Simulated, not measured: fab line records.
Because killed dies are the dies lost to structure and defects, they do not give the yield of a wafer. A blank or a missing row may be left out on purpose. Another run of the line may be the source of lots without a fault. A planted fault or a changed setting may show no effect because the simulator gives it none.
Problem report, 8D (eight disciplines) form, completed by code | flow sky130 | the parts of the form that need people (team, actions taken, sign-off) are left out

1. THE ISSUE
cd nm at SKY_POLY_GATE_CD_MEAS_13 reads a mean of 111.8 nm on 3 wafers of 3 lots; wafers without a fault read 150.1 nm with a standard deviation of 1.4. That is -27 standard deviations from the usual mean.
The step: target cd 150 nm.
Earliest sighting: wafer L370.3 on cd sem-02 at day 18 22:08. The record has a number at this step for 38 wafers belonging to 13 lots. The rule behind "out" and "out of limits": a value lying over 4 standard deviations away from the usual mean. Any other wafer with a number is counted as sound.

2. WHAT IT IS, WHAT IT ISN'T
question                    | is                     | is not
which readings at this step | cd nm                  | -
which lots                  | L368, L370, L371       | L363, L365, L366, L367, L369, L382, L383, L384, L385, L386
which wafers of those lots  | L368.3, L370.3, L371.3 | L368.1, L368.5, L370.4, L370.5, L371.4
read on which gauges        | cd sem-01, cd sem-02   | -
when                        | from day 18 22:08      | up to then (17 sound wafers); but 18 sound wafers of L368, L371, L382, L383, L384, L385, L386 came after

3. WHAT RULES OUT EACH SUSPECT
Counting: any tool at a process step up to the reading remains a suspect provided it ran every lot that is out. Sound lots after the first of them don't rule it out here, since some wafers of a struck lot are sound.
- the gauge at SKY_POLY_GATE_CD_MEAS_13 is ruled out. Those wafers that are out were read across 2 gauges (cd sem-01, cd sem-02).
- krf scanner-02 at SKY_POLY_GATE_EXPOSE_10 (exposes mask P1M, target cd 150 nm): kept. Every lot that is out went through it, the first being L370 (day 18 07:14); the last sound lot it ran before that was L369 (day 18 07:06).
Remaining after the count: krf scanner-02 at SKY_POLY_GATE_EXPOSE_10.

4. THE CAUSE (what the simulator had put in)
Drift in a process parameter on krf scanner-02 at SKY_POLY_GATE_EXPOSE_10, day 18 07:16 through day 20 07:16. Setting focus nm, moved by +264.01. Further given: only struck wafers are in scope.
Counting left only this tool.

5. THE EFFECT CHAIN, in route order
Each row: a reading whose mean over the struck wafers that have a number lies more than 3 standard deviations from the usual. Only readings for which the record gives a usual standard deviation are gone through. hours: the time from each lot's start at the first step in this table that gives one to its start at this step, as a median over the lots. sigmas: the change in usual standard deviations.
hours | step                     | reading             | usual    | on struck wafers | change | sigmas
0     | SKY_POLY_GATE_CD_MEAS_13 | cd nm               | 150.1 nm | 111.8            | -38.3  | -27
690   | SKY_PAD_OPEN_PROBE_99    | killed at front end | 16       | 406              | +390   | +83
690   | SKY_PAD_OPEN_PROBE_99    | killed dies         | 87       | 484              | +397   | +40
690   | SKY_PAD_OPEN_PROBE_99    | killed on rim       | 17       | 96               | +79    | +18
It contains these process steps:
- SKY_PAD_OPEN_PROBE_99

6. HOW IT WOULD HAVE BEEN CAUGHT EARLIER
The first out-of-limits reading at a measuring or inspecting step in this record came at day 18 22:08, 15 hours after the fault's start at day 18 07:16.
Lots out: 3; of these, L371 started SKY_POLY_GATE_EXPOSE_10 on krf scanner-02 after day 18 22:08. Holding the tool at that time would have saved it.
